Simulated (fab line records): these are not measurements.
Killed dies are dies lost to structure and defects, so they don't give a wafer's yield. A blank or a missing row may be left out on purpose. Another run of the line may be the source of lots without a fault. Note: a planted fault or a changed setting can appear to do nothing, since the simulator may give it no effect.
Struck lot and sound lot, side by side | flow sky130 | 15 steps out of a route of 708
Sound: wafers L979.2, L979.4, L979.6. Struck: wafer L994.3 (left out: L994.1, a lot-mate that was not struck); the cause follows at the end.
Per side, at each step with rows, come the tool, then ch with its chambers, and then its first start. Under that, the readings that differ: sound wafers | struck wafers | difference of the means | sigmas: that difference in standard deviations of wafers without a fault.
alike: same words and numbers on both sides, and readings whose means sit less than 2 such deviations apart. not compared: any withheld reading, any reading some wafer has no value for, any bound like >300 that may hide the same value, and any number with overlapping values for which the record gives no deviation.
The two part at a step that has a row with sigmas, a row that says differs or no value, or rows on one side only. Non-overlapping numbers with no deviation appear without sigmas and do not part them. A reading missing from all wafers of one side parts the sides only when that side holds two or more wafers.

SKY_VIA2_CMP_02: polishes SiO2.
  sound on cmp-01 ch 1,2,3, day 37 07:38; struck on cmp-02 ch 0, day 41 16:54
  reading                      | sound             | struck | difference | sigmas
  retaining_ring_pressure_frac | 1.011 1.000 1.009 | 0.992  | -0.015     | -3
  alike: motor_current_A
SKY_VIA2_BOW_MEAS_03:
  struck on film_metro-02, day 41 17:12; sound on film_metro-02, day 37 07:55
  alike: VIA2_BOW
then, 8 steps without rows for these wafers: SKY_VIA2_DEHYDRATE_04 (time 60 s); SKY_VIA2_HMDS_05 (prime time 60 s); SKY_VIA2_COAT_06 (resist thk 60 nm); SKY_VIA2_COAT_07 (resist thk 450 nm); SKY_VIA2_SOFTBAKE_08 (time 90 s); SKY_VIA2_EXPOSE_09 (exposes mask VIM2, target cd 200 nm); SKY_VIA2_PEB_10; SKY_VIA2_DEVELOP_11 (develop time 60 s).
SKY_VIA2_CD_MEAS_12: the cd target is 200 nm.
  struck on cd_sem-01, day 42 16:53; sound on cd_sem-02, day 38 10:06
  reading    | sound             | struck | difference | sigmas
  cd_nm (nm) | 201.6 201.6 200.7 | 198.0  | -3.3       | -2
SKY_VIA2_OVL_MEAS_13:
  struck on overlay-02, day 42 17:00; sound on overlay-02, day 38 10:13
  alike: VIA2_OVL
SKY_VIA2_ETCH_14: etches BARC in N2/H2, stops on SiO2, time 45.9 s, target depth 60 nm.
  sound on rie_diel-04 ch 1,2, day 38 10:14; struck on rie_diel-03 ch 1, day 42 17:02
  reading                                     | sound             | struck | difference | sigmas
  oes_product_au (a.u.)                       | 0.857 0.853 0.856 | 0.926  | +0.071     | +16
  run_length_s (s)                            | 74.4 74.3 74.5    | 70.7   | -3.7       | -8
  model.KrF-thick_of_VIA2_COAT_07.thk_nm (nm) | 395.1 393.7 395.8 | 396.2  | +1.3       |
  alike: drypump_motor_current_A, throttle_valve_pct
  not compared: rf_hours_counter_h
SKY_VIA2_ETCH_15: etches SiO2 in C4F8/O2/Ar, stops on TiN, target depth 546 nm, time 84 s.
  sound on rie_diel-04 ch 1,2, day 38 10:17; struck on rie_diel-03 ch 1, day 42 17:05
  alike: oes_product_au, run_length_s
  not compared: rf_hours_counter_h, model.KrF-thick_of_VIA2_COAT_07.thk_nm
SKY_VIA2_STRIP_16: strips in O2/N2.
  sound on plasma_asher-02 ch 1, day 38 10:20; struck on plasma_asher-03 ch 1, day 42 17:08
  reading               | sound             | struck | difference | sigmas
  oes_product_au (a.u.) | 0.404 0.395 0.410 | 0.392  | -0.011     | -2
  alike: drypump_motor_current_A, strip_time_to_endpoint_s
  not compared: rf_hours_counter_h

WHERE THEY PART
Last at SKY_VIA2_STRIP_16 as far as this record goes, first at SKY_VIA2_CMP_02.

WHY: whatever the simulator had introduced
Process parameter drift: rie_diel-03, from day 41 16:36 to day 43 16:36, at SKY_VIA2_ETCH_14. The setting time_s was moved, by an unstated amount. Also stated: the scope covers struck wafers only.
